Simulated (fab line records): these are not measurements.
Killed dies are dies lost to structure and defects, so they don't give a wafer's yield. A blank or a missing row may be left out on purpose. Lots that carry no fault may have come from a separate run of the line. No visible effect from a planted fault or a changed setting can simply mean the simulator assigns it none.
Split-lot study ; flow sfq line ; on a route of 325 steps: 5 lots, 23 wafers read

## ON THE SPLIT
At SFQ_TRILAYER_I7_VIA_LITHO_COAT_187 (resist thk 650 nm), the setting resist thk nm was moved away from the recipe's 650 nm on 8 of the 23 wafers read, by -2.6% to +2.8%. All remaining wafers had this setting at the recipe value.

## FROM THE SPLIT TO THE READING: what the file shows between them, 2 steps
- SFQ_TRILAYER_I7_VIA_LITHO_PEB_190: peb time 60 s (also split here: peb temp c)
- SFQ_TRILAYER_I7_VIA_LITHO_DEVELOP_189: time 60 s

## THE READING
KrF_of_TRILAYER_I7_VIA_LITHO_COAT_187.thk nm (the simulator's own value, which no gauge read), in nm, at SFQ_TRILAYER_I7_VIA_BARC_OPEN_VIA_ETCH_260 (etches BARC in O2, target depth 125 nm, time 41.7 s). There is no usual value for it anywhere in the file. Across the 15 wafers here that went through the recipe, the average is 574.0 nm and the standard deviation 1.8 nm.

wafer;tool, chamber at the split;resist thk nm as run, nm;against the recipe;KrF_of_TRILAYER_I7_VIA_LITHO_COAT_187.thk nm, nm;against lot-mates on the recipe
L075.1;litho track-04, 0;650;recipe;572.2;-
L075.2;litho track-04, 0;635.6;-2.2%;553.8;-17.0
L075.3;litho track-04, 0;635.6;-2.2%;555.6;-15.2
L075.5;litho track-04, 0;650;recipe;569.4;-
L075.6;litho track-04, 0;635.6;-2.2%;556.5;-14.3
L077.1;litho track-01, 0;650;recipe;571.5;-
L077.2;litho track-01, 0;633;-2.6%;558.1;-15.1
L077.4;litho track-01, 0;633;-2.6%;557;-16.2
L077.5;litho track-01, 0;650;recipe;575;-
L077.6;litho track-01, 0;633;-2.6%;557.1;-16.1
L079.2;litho track-04, 0;650;recipe;573.4;-
L079.4;litho track-04, 0;650;recipe;573.4;-
L079.5;litho track-04, 0;650;recipe;573.8;-
L083.1;litho track-01, 0;668.1;+2.8%;592.4;+17.4
L083.2;litho track-01, 0;650;recipe;573.8;-
L083.3;litho track-01, 0;668.1;+2.8%;591.9;+16.9
L083.4;litho track-01, 0;650;recipe;576.2;-
L083.6;litho track-01, 0;650;recipe;575.1;-
L084.1;litho track-01, 0;650;recipe;575.6;-
L084.2;litho track-01, 0;650;recipe;574.1;-
L084.3;litho track-01, 0;650;recipe;575.7;-
L084.4;litho track-01, 0;650;recipe;574.7;-
L084.5;litho track-01, 0;650;recipe;576.2;-

THE FIT
A straight line over all 23 wafers: KrF_of_TRILAYER_I7_VIA_LITHO_COAT_187.thk nm changes by +6.95 nm for each +1% of resist thk nm; r = +0.98; the points scatter about the line by 2.1 nm.
The same after taking each lot's own level away (the mean of its wafers on the recipe; 23 wafers): +6.33 nm for each +1%; r = +0.99; scatter 1.2 nm.
Per that fit: largest resist thk nm move, reading shift of 18 nm.
Across the lots, their own levels run from 570.80 to 575.26 nm, a range of 2.5 times the standard deviation given above.
The two slopes agree, so the slope changes little with the lot-to-lot level.
Check: with one of the wafers moved furthest among these (+2.8%) left out of the fit, the line predicts +17.5 nm for it against its lot-mates. It came out at +17.4 nm against them.

## THESE WAFERS: OTHER SPLITS
These wafers also went through other splits before the reading. Each is held against what the fit with the lots' levels taken away leaves over:
other split on the same wafers;wafers away from the commonest value;r with KrF_of_TRILAYER_I7_VIA_LITHO_COAT_187.thk nm (lot level and that fit taken away)
SFQ_TRILAYER_I6_VIA_LITHO_COAT_174 spin rpm;9;-0.23
SFQ_TRILAYER_I6_VIA_BARC_OPEN_VIA_ETCH_235 bias w;10;+0.03
SFQ_TRILAYER_M7_LITHO_COAT_182 resist thk nm;4;-0.04
SFQ_TRILAYER_M7_LITHO_PEB_180 peb time s;8;-0.04
SFQ_TRILAYER_I7_DEP_PECVD_183 time s;10;-0.02
SFQ_TRILAYER_I7_VIA_LITHO_PEB_190 peb temp c;8;+0.15

## THE WHOLE CHAIN: every reading that the file lists as answering this split, in the file's order
step;what it does;reading;change (the file's fit);r (the file's)
SFQ_TRILAYER_I7_VIA_LITHO_COAT_187;resist thk 650 nm;KrF_of_TRILAYER_I7_VIA_LITHO_COAT_187.thk nm (the simulator's own value, which no gauge read);+6.41 nm for each +1% of the setting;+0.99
SFQ_TRILAYER_I7_VIA_BARC_OPEN_VIA_ETCH_260;etches BARC in O2, target depth 125 nm, time 41.7 s;KrF_of_TRILAYER_I7_VIA_LITHO_COAT_187.thk nm (the simulator's own value, which no gauge read);+6.33 nm for each +1% of the setting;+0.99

## FILE'S OWN FIT
KrF_of_TRILAYER_I7_VIA_LITHO_COAT_187.thk nm changes by +6.33 nm for each +1% of resist thk nm, r = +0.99.
